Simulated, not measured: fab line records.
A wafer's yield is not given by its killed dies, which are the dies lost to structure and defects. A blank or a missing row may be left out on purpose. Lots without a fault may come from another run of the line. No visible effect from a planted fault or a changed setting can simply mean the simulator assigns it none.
Which tool was responsible? ; flow sky130 ; 24 lots, 72 wafers sampled, at 6 steps of a route of 708

## WHAT EACH GAUGE READ, for each wafer
SKY_METAL3_OVL_MEAS_14. Usual: METAL3_OVL 1 nm, standard deviation 7.
lot;measured;on;METAL3_OVL (nm);flag
L074;day 38 19:08;overlay-02;1 -3 -7;
L075;day 38 22:06;overlay-01;-6 7 0;
L076;day 39 06:34;overlay-01;0 6 3;
L077;day 39 11:14;overlay-01;-13 -9 -14;
L078;day 39 22:59;overlay-01;1 8 -1;
L080;day 40 13:01;overlay-02;6 13 6;
L079;day 40 17:08;overlay-01;-14 -16 -11;
L081;day 41 01:20;overlay-02;4 -1 1;
L082;day 41 10:23;overlay-02;9 0 6;
L083;day 41 19:45;overlay-02;15 2 1;
L085;day 41 22:37;overlay-02;5 9 9;
L084;day 41 23:59;overlay-01;6 7 6;
L086;day 42 13:35;overlay-01;2 2 8;
L087;day 42 21:26;overlay-02;-2 -3 -13;
L088;day 42 23:06;overlay-01;10 19 13;
L089;day 43 06:14;overlay-02;-1 2 4;
L090;day 43 13:59;overlay-01;-6 -5 -7;
L091;day 43 14:40;overlay-02;-5 -1 -1;
L092;day 43 21:43;overlay-02;9 12 11;
L093;day 44 07:02;overlay-01;11 10 13;
L094;day 44 18:25;overlay-02;-8 -5 -7;
L095;day 44 21:01;overlay-02;0 0 3;
L097;day 44 23:38;overlay-02;2 -3 -9;
L096;day 45 01:16;overlay-02;-3 5 0;

SKY_PAD_OPEN_BOW_MEAS_13. Usual: PAD_OPEN_BOW 45 um, standard deviation 9.
lot;measured;on;PAD_OPEN_BOW (um);flag
L074;day 45 23:46;film metro-01;43 51 42;
L075;day 46 03:27;film metro-04;49 48 59;
L076;day 46 08:31;film metro-04;54 31 41;
L077;day 46 15:22;film metro-02;42 51 39;
L078;day 47 00:56;film metro-02;34 51 42;
L080;day 47 09:31;film metro-01;48 53 52;
L079;day 47 13:57;film metro-04;53 49 38;
L081;day 47 20:51;film metro-04;40 45 47;
L082;day 48 02:26;film metro-01;68 62 57;
L083;day 48 10:51;film metro-01;40 46 52;
L085;day 48 14:59;film metro-02;58 67 56;
L084;day 48 16:27;film metro-01;37 22 29;
L086;day 49 03:06;film metro-02;32 39 31;
L087;day 49 08:16;film metro-01;43 55 60;
L088;day 49 11:25;film metro-01;45 41 36;
L089;day 49 14:45;film metro-02;38 38 33;
L090;day 49 20:44;film metro-04;40 45 36;
L091;day 49 22:11;film metro-04;60 35 45;
L092;day 50 03:25;film metro-04;48 46 45;
L093;day 50 09:18;film metro-04;28 41 38;
L094;day 50 19:33;film metro-04;34 44 65;
L095;day 50 21:03;film metro-04;43 35 29;
L097;day 50 22:05;film metro-02;35 39 40;
L096;day 51 00:05;film metro-04;45 37 55;

## WHICH TOOL RAN EACH LOT (tool, then ch and the chambers of the sampled wafers, then the start)
lot;SKY_CONTACT_SPUTTER_23;SKY_METAL2_SPUTTER_01;SKY_METAL2_STRIP_20;SKY_CAPM_SPUTTER_02
L074;pvd sputter-02, day 31 20:10;pvd sputter-01, day 34 05:45;plasma asher-03 ch 1, day 35 08:55;pvd sputter-01, day 36 14:28
L075;pvd sputter-03, day 32 01:08;pvd sputter-03, day 34 10:32;plasma asher-02 ch 0,1, day 35 13:01;pvd sputter-03, day 36 18:04
L076;pvd sputter-04, day 32 08:55;pvd sputter-01, day 34 18:54;plasma asher-03 ch 0,1, day 35 21:40;pvd sputter-01, day 37 02:46
L077;pvd sputter-02, day 32 14:56;pvd sputter-04, day 35 00:22;plasma asher-01 ch 0,1, day 36 03:01;pvd sputter-03, day 37 07:40
L078;pvd sputter-04, day 33 03:51;pvd sputter-03, day 35 13:10;plasma asher-03 ch 0,1, day 36 15:21;pvd sputter-03, day 37 20:09
L080;pvd sputter-04, day 33 17:32;pvd sputter-01, day 36 02:41;plasma asher-01 ch 0, day 37 05:31;pvd sputter-03, day 38 10:08
L079;pvd sputter-02, day 33 21:40;pvd sputter-01, day 36 06:47;plasma asher-03 ch 0,1, day 37 09:39;pvd sputter-03, day 38 14:20
L081;pvd sputter-04, day 34 07:52;pvd sputter-01, day 36 16:33;plasma asher-03 ch 0,1, day 37 18:26;pvd sputter-01, day 38 22:56
L082;pvd sputter-04, day 34 18:41;pvd sputter-03, day 37 02:30;plasma asher-02 ch 0, day 38 04:58;pvd sputter-02, day 39 08:42
L083;pvd sputter-03, day 35 03:56;pvd sputter-01, day 37 11:44;plasma asher-03 ch 0,1, day 38 13:33;pvd sputter-03, day 39 17:49
L085;pvd sputter-02, day 35 07:53;pvd sputter-04, day 37 15:10;plasma asher-01 ch 0,1, day 38 17:41;pvd sputter-03, day 39 21:31
L084;pvd sputter-04, day 35 07:59;pvd sputter-03, day 37 15:47;plasma asher-03 ch 0,1, day 38 17:58;pvd sputter-02, day 39 22:07
L086;pvd sputter-02, day 35 23:51;pvd sputter-01, day 38 07:29;plasma asher-03 ch 0,1, day 39 09:18;pvd sputter-01, day 40 12:25
L087;pvd sputter-03, day 36 08:13;pvd sputter-04, day 38 15:46;plasma asher-02 ch 0,1, day 39 17:26;pvd sputter-02, day 40 21:42
L088;pvd sputter-03, day 36 09:14;pvd sputter-01, day 38 17:13;plasma asher-03 ch 0,1, day 39 18:57;pvd sputter-03, day 40 23:16
L089;pvd sputter-03, day 36 18:10;pvd sputter-04, day 39 01:04;plasma asher-03 ch 0,1, day 40 02:25;pvd sputter-03, day 41 05:46
L090;pvd sputter-03, day 37 04:46;pvd sputter-03, day 39 11:26;plasma asher-03 ch 0,1, day 40 12:18;pvd sputter-03, day 41 15:14
L091;pvd sputter-03, day 37 05:43;pvd sputter-01, day 39 11:44;plasma asher-02 ch 0,1, day 40 12:51;pvd sputter-01, day 41 15:18
L092;pvd sputter-04, day 37 11:28;pvd sputter-01, day 39 18:12;plasma asher-03 ch 0,1, day 40 19:41;pvd sputter-01, day 41 23:04
L093;pvd sputter-02, day 37 23:04;pvd sputter-04, day 40 05:14;plasma asher-01 ch 0,1, day 41 06:17;pvd sputter-03, day 42 08:58
L094;pvd sputter-02, day 38 11:17;pvd sputter-01, day 40 17:37;plasma asher-01 ch 0,1, day 41 17:46;pvd sputter-03, day 42 19:58
L095;pvd sputter-04, day 38 14:05;pvd sputter-01, day 40 20:32;plasma asher-02 ch 0,1, day 41 20:56;pvd sputter-02, day 42 23:37
L097;pvd sputter-02, day 38 17:29;pvd sputter-01, day 40 22:51;plasma asher-03 ch 0,1, day 41 23:10;pvd sputter-03, day 43 01:26
L096;pvd sputter-04, day 38 21:02;pvd sputter-03, day 41 02:02;plasma asher-03 ch 0,1, day 42 02:03;pvd sputter-03, day 43 03:41
- SKY_CONTACT_SPUTTER_23: material TiN, target thk 20 nm, time 80 s.
- SKY_METAL2_SPUTTER_01: material TiN, target thk 20 nm, time 16.7 s.
- SKY_METAL2_STRIP_20: strips in O2/N2.
- SKY_CAPM_SPUTTER_02: material TiN, target thk 200 nm, time 166.7 s.

## WHAT THE TOOLS THEMSELVES READ (means of the sampled wafers that have a number; where no wafer has one, the mark that the record gives instead)
SKY_CONTACT_SPUTTER_23. Usual: throttle valve pct 30.1 %, standard deviation 1.1.
lot;tool;throttle valve pct (%);flag
L074;pvd sputter-02;29.9;
L075;pvd sputter-03;29.1;
L076;pvd sputter-04;30.7;
L077;pvd sputter-02;30.2;
L078;pvd sputter-04;30.8;
L080;pvd sputter-04;30.8;
L079;pvd sputter-02;29.7;
L081;pvd sputter-04;30.2;
L082;pvd sputter-04;31.3;
L083;pvd sputter-03;29.9;
L085;pvd sputter-02;29.9;
L084;pvd sputter-04;31.4;
L086;pvd sputter-02;29.8;
L087;pvd sputter-03;29.3;
L088;pvd sputter-03;29.8;
L089;pvd sputter-03;29.9;
L090;pvd sputter-03;29.2;
L091;pvd sputter-03;30.1;
L092;pvd sputter-04;30.1;
L093;pvd sputter-02;30.2;
L094;pvd sputter-02;29.9;
L095;pvd sputter-04;32.0;
L097;pvd sputter-02;30.0;
L096;pvd sputter-04;31.4;

SKY_METAL2_SPUTTER_01. Usual: throttle valve pct 29.7 %, standard deviation 1.
lot;tool;throttle valve pct (%);flag
L074;pvd sputter-01;28.7;
L075;pvd sputter-03;29.9;
L076;pvd sputter-01;29.1;
L077;pvd sputter-04;30.8;
L078;pvd sputter-03;29.7;
L080;pvd sputter-01;29.5;
L079;pvd sputter-01;29.5;
L081;pvd sputter-01;29.2;
L082;pvd sputter-03;29.2;
L083;pvd sputter-01;30.0;
L085;pvd sputter-04;30.4;
L084;pvd sputter-03;29.4;
L086;pvd sputter-01;29.6;
L087;pvd sputter-04;31.2;
L088;pvd sputter-01;29.3;
L089;pvd sputter-04;30.8;
L090;pvd sputter-03;29.4;
L091;pvd sputter-01;29.1;
L092;pvd sputter-01;29.0;
L093;pvd sputter-04;30.3;
L094;pvd sputter-01;29.9;
L095;pvd sputter-01;29.6;
L097;pvd sputter-01;29.6;
L096;pvd sputter-03;29.6;

SKY_METAL2_STRIP_20. Usual: drypump motor current A 5.6 A, standard deviation 0.45; oes product au 0.342 a.u., standard deviation 0.0046; strip time to endpoint s 2.688 s, standard deviation 0.029.
lot;tool;drypump motor current A (A);oes product au (a.u.);strip time to endpoint s (s);flag
L074;plasma asher-03;5.3;0.344;2.699;
L075;plasma asher-02;5.2;0.342;2.660;
L076;plasma asher-03;5.4;0.343;2.714;
L077;plasma asher-01;6.5;0.341;2.674;
L078;plasma asher-03;5.5;0.345;2.683;
L080;plasma asher-01;6.7;0.343;2.678;
L079;plasma asher-03;5.4;0.346;2.676;
L081;plasma asher-03;5.5;0.342;2.728;
L082;plasma asher-02;5.3;0.344;2.650;
L083;plasma asher-03;5.4;0.342;2.680;
L085;plasma asher-01;6.5;0.341;2.705;
L084;plasma asher-03;5.5;0.341;2.719;
L086;plasma asher-03;5.5;0.342;2.705;
L087;plasma asher-02;5.2;0.346;2.689;
L088;plasma asher-03;5.5;0.342;2.692;
L089;plasma asher-03;5.4;0.339;2.691;
L090;plasma asher-03;5.4;0.341;2.669;
L091;plasma asher-02;5.1;0.344;2.724;
L092;plasma asher-03;5.4;0.344;2.658;
L093;plasma asher-01;6.4;0.344;2.729;
L094;plasma asher-01;6.5;0.343;2.655;
L095;plasma asher-02;5.2;0.338;2.716;
L097;plasma asher-03;5.4;0.339;2.703;
L096;plasma asher-03;5.5;0.336;2.625;

SKY_CAPM_SPUTTER_02. Usual: throttle valve pct 29.6 %, standard deviation 0.67.
lot;tool;throttle valve pct (%);flag
L074;pvd sputter-01;29.3;
L075;pvd sputter-03;30.3;
L076;pvd sputter-01;29.2;
L077;pvd sputter-03;29.8;
L078;pvd sputter-03;29.0;
L080;pvd sputter-03;29.2;
L079;pvd sputter-03;29.8;
L081;pvd sputter-01;29.9;
L082;pvd sputter-02;30.2;
L083;pvd sputter-03;29.2;
L085;pvd sputter-03;29.9;
L084;pvd sputter-02;29.9;
L086;pvd sputter-01;29.4;
L087;pvd sputter-02;30.2;
L088;pvd sputter-03;29.1;
L089;pvd sputter-03;30.2;
L090;pvd sputter-03;29.7;
L091;pvd sputter-01;29.6;
L092;pvd sputter-01;29.5;
L093;pvd sputter-03;29.7;
L094;pvd sputter-03;29.8;
L095;pvd sputter-02;30.1;
L097;pvd sputter-03;29.2;
L096;pvd sputter-03;28.8;

## THE ANSWER, worked out from the rows above alone
Rule: a lot is off if the mean of its wafers that have a number lies more than 3 standard deviations from the usual mean. A lot without any number at a reading at which 4 lots or more have one is off too. Where the step has rows for the other lots, those lots are counted as sound. First the gauges in route order, then the tools' own readings, where a lot's mean is used as printed above. The first step at which some lot is off is used, and at that step the reading that is off furthest; a lot without a number counts as furthest.
None of the lots is off at any reading shown; this tells nothing.

## WHAT THE SIMULATOR HAD PUT IN
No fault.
